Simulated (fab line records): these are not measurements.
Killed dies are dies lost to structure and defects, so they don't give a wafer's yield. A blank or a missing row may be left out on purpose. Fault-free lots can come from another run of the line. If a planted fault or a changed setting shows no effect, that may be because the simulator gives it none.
A single fault, viewed from 2 desks -- flow gf180mcu -- each desk has only its own numbers; what lay behind them comes last

DESK OF THE TOOL OWNER: pvdSputter-02
The tool's own readings at GF_M4_SPUTTER_02 (material AlCu, target thk 450 nm, time 23.9 s): means of the sampled wafers that have a number, for each lot that ran on this tool. The brackets show how far a lot's mean lies from the usual mean; more than 4 standard deviations puts the lot out of limits, marked OUT.
Columns: A = throttleValvePct at GF_M4_SPUTTER_02, usual 29.8 %
lot,first seen here,A
L795,day 25 14:02,29.5
L796,day 25 20:44,29.3
L799,day 26 16:25,29.2
L800,day 26 22:22,28.6
This desk's finding: nothing out of limits on any of the 4 lots.

THE METROLOGY DESK
Means of the sampled wafers that have a number, per lot and without regard to the tool the lot ran on: this is what the gauges read. The brackets show how far a lot's mean lies from the usual mean; more than 4 standard deviations puts the lot out of limits, marked OUT.
Columns: A = V3_BOW at GF_V3_BOW_MEAS_05, usual 118 um; B = M4_ALCU_RS at GF_M4_RS_MEAS_05, usual 0.0697 ohm/sq; C = M4_ALCU_THK at GF_M4_THK_MEAS_06, usual 445 nm
lot,first seen here,A,B,C
L795,day 24 14:46,118,0.0696,447
L796,day 24 21:44,106,0.0690,453
L798,day 25 10:11,117,0.0695,448
L799,day 25 18:05,102,0.1217 (+83) OUT,256 (-38) OUT
L800,day 25 23:57,116,0.1218 (+83) OUT,256 (-38) OUT
L804,day 26 23:01,104,0.0699,442
L805,day 27 06:25,124,0.0698,444
L808,day 27 23:25,120,0.0694,451
L810,day 28 12:27,121,0.0686,452
L811,day 28 18:35,116,0.0701,443
Finding of this desk: L799, L800 out of limits, first seen on L799 at day 26 16:30 (M4_ALCU_RS at GF_M4_RS_MEAS_05). In limits: L795, L796, L798, L804, L805, L808, L810, L811.

ALL TOGETHER
An alarm was possible from the metrology desk at day 26 16:30, on L799, L800.
The tool owner's desk saw nothing out of limits.
The tool owner's desk has L799, L800 on record, within its limits.
The lots listed all ran GF_M4_SPUTTER_02 on pvdSputter-02.

WHAT WAS PUT IN BY THE SIMULATOR
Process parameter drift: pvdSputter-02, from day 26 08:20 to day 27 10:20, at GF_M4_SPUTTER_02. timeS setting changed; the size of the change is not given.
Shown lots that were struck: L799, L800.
Time in hours between the start of the fault and the first out-of-limits reading at each desk: metrology desk, 8.
